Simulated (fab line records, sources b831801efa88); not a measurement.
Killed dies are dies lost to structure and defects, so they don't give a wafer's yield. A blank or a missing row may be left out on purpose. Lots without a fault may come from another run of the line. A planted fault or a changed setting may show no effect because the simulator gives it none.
Problem report in the 8D (eight disciplines) form, filled by code | flow gf180mcu | the parts of the form that need people (team, actions taken, sign-off) are left out

1. THE PROBLEM
time_to_endpoint_s at GF_STI_CMP_25 reads a mean of 236 s on 4 wafers of 3 lots; wafers without a fault read 119 s with a standard deviation of 3.8. That is +31 standard deviations from the usual mean.
The step: polishes, stops on Si3N4, t overpolish 33 s, target thk 524.6 nm.
First seen on wafer L436.2, day 4 17:12, on cmp-02. The record holds 41 wafers of 14 lots with a number at this step. Rule for "out", or "out of limits": more than 4 standard deviations from the usual mean. The other wafers with a number count as sound.

2. WHAT IT IS AND WHAT IT IS NOT
question                    | is                             | is not
which readings at this step | time_to_endpoint_s             | motor_current_A, overpolish_run_s
which lots                  | L436, L437, L438               | L424, L425, L426, L427, L428, L430, L439, L440, L445, L446, L447
which wafers of those lots  | L436.2, L436.5, L437.5, L438.5 | L437.1, L437.3, L438.1, L438.6
read on which tools         | cmp-02                         | cmp-01
when                        | from day 4 17:12               | up to then (18 sound wafers); but 19 sound wafers of L437, L438, L439, L440, L445, L446, L447 came after

3. SUSPECTS, AND WHAT RULES EACH OUT
Counting: a tool at a process step up to the reading stays a suspect if it ran every lot that is out. Sound lots after the first of them don't rule it out here, since some wafers of a struck lot are sound.
- cmp-02 at GF_STI_CMP_25 (polishes, stops on Si3N4, t overpolish 33 s, target thk 524.6 nm): kept. It ran every lot that is out, first L436 (day 4 17:12); its last sound lot up to then is L430 (day 3 10:07). Its own readings are out on those wafers: time_to_endpoint_s.
Left after counting: cmp-02 at GF_STI_CMP_25.

4. THE CAUSE (what the simulator had put in)
Process parameter drift: cmp-02, from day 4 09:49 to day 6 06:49, at GF_STI_CMP_25. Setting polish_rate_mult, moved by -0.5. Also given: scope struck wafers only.
Counting left only this tool.

5. THE CHAIN OF EFFECTS, in route order
Each row: a reading whose mean over the struck wafers that have a number lies more than 3 standard deviations from the usual. Only readings for which the record gives a usual standard deviation are gone through. hours: the time from each lot's start at the first step in this table that gives one to its start at this step, as a median over the lots. sigmas: the change in usual standard deviations.
hours | step          | reading            | usual | on struck wafers | change | sigmas
0     | GF_STI_CMP_25 | time_to_endpoint_s | 119 s | 236              | +118   | +31
The process steps in it:
- GF_STI_CMP_25: polishes, stops on Si3N4, t overpolish 33 s, target thk 524.6 nm.
Later measuring or inspecting steps at which every struck wafer that the step has a row for has a number for every such reading, and none has moved that far: GF_LVPWELL_TW_MEAS_11, GF_VT_IMPLANT_TW_MEAS_10, GF_VT_IMPLANT_TW_MEAS_32.

6. WHAT WOULD HAVE CAUGHT IT SOONER
In this record the first reading out of limits was taken at day 4 17:12, 7 hours after the fault began at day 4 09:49.
